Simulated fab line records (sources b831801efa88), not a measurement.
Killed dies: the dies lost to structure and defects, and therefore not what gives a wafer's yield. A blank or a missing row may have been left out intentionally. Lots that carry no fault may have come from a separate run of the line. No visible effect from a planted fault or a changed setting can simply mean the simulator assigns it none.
Matching of chambers || flow sky130 || SKY_FIELD_ISO_ETCH_17 on rie-si-02 has 4 sister chambers
The step etches Si in HBr/Cl2/O2, target depth 342 nm, time 97.7 s. 4 wafers are shown with their chamber, then 12 later ones without.

## EACH WAFER AND ITS CHAMBER
{"wafer": "L077.5", "chamber": 2, "oes-product-au (a.u.)": 1.004}
{"wafer": "L085.6", "chamber": 0, "oes-product-au (a.u.)": 1.002}
{"wafer": "L086.1", "chamber": 3, "oes-product-au (a.u.)": 0.991}
{"wafer": "L086.5", "chamber": 1, "oes-product-au (a.u.)": 0.985}

## WAFERS MISSING THEIR CHAMBER
{"wafer": "L090.3", "oes-product-au (a.u.)": 1.003}
{"wafer": "L090.5", "oes-product-au (a.u.)": 0.989}
{"wafer": "L090.6", "oes-product-au (a.u.)": 0.997}
{"wafer": "L091.3", "oes-product-au (a.u.)": 1.007}
{"wafer": "L091.4", "oes-product-au (a.u.)": 1.000}
{"wafer": "L091.6", "oes-product-au (a.u.)": 1.001}
{"wafer": "L094.1", "oes-product-au (a.u.)": 1.007}
{"wafer": "L094.3", "oes-product-au (a.u.)": 1.012}
{"wafer": "L094.4", "oes-product-au (a.u.)": 1.009}
{"wafer": "L097.4", "oes-product-au (a.u.)": 0.990}
{"wafer": "L097.5", "oes-product-au (a.u.)": 0.994}
{"wafer": "L097.6", "oes-product-au (a.u.)": 0.996}

## CHAMBER TAKEN BY EACH
{"wafer": "L090.3", "from the rows above": "can't be placed: 0 or 2", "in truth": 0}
{"wafer": "L090.5", "from the rows above": "can't be placed: 3 or 1", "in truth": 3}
{"wafer": "L090.6", "from the rows above": "can't be placed: 0 or 3 or 2 or 1", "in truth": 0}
{"wafer": "L091.3", "from the rows above": "can't be placed: 2 or 0", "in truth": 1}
{"wafer": "L091.4", "from the rows above": "can't be placed: 0 or 2 or 3", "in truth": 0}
{"wafer": "L091.6", "from the rows above": "can't be placed: 0 or 2", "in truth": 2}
{"wafer": "L094.1", "from the rows above": "can't be placed: 2 or 0", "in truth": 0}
{"wafer": "L094.3", "from the rows above": "can't be placed: 2 or 0", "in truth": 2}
{"wafer": "L094.4", "from the rows above": "can't be placed: 2 or 0", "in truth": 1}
{"wafer": "L097.4", "from the rows above": "can't be placed: 3 or 1", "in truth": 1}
{"wafer": "L097.5", "from the rows above": "can't be placed: 3 or 0 or 1 or 2", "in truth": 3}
{"wafer": "L097.6", "from the rows above": "can't be placed: 3 or 0 or 2 or 1", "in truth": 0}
Correct placement for 0 of the 12. Can't be placed from these rows: 12 (the true chamber is among the candidates in 10). 0 placed wrongly.
How it was worked out, from the rows above alone: a wafer's distance from a chamber is the root of the sum, over the readings, of the square of ((its reading less the chamber's mean) divided by the reading's scatter). If the next closest chamber is less than 2 further off than the closest, the wafer can't be placed; otherwise it belongs to the closest. A chamber's mean is the mean of its shown wafers. The scatter: root of mean squared gap, hidden wafer to nearest shown wafer, with one shown wafer a chamber.
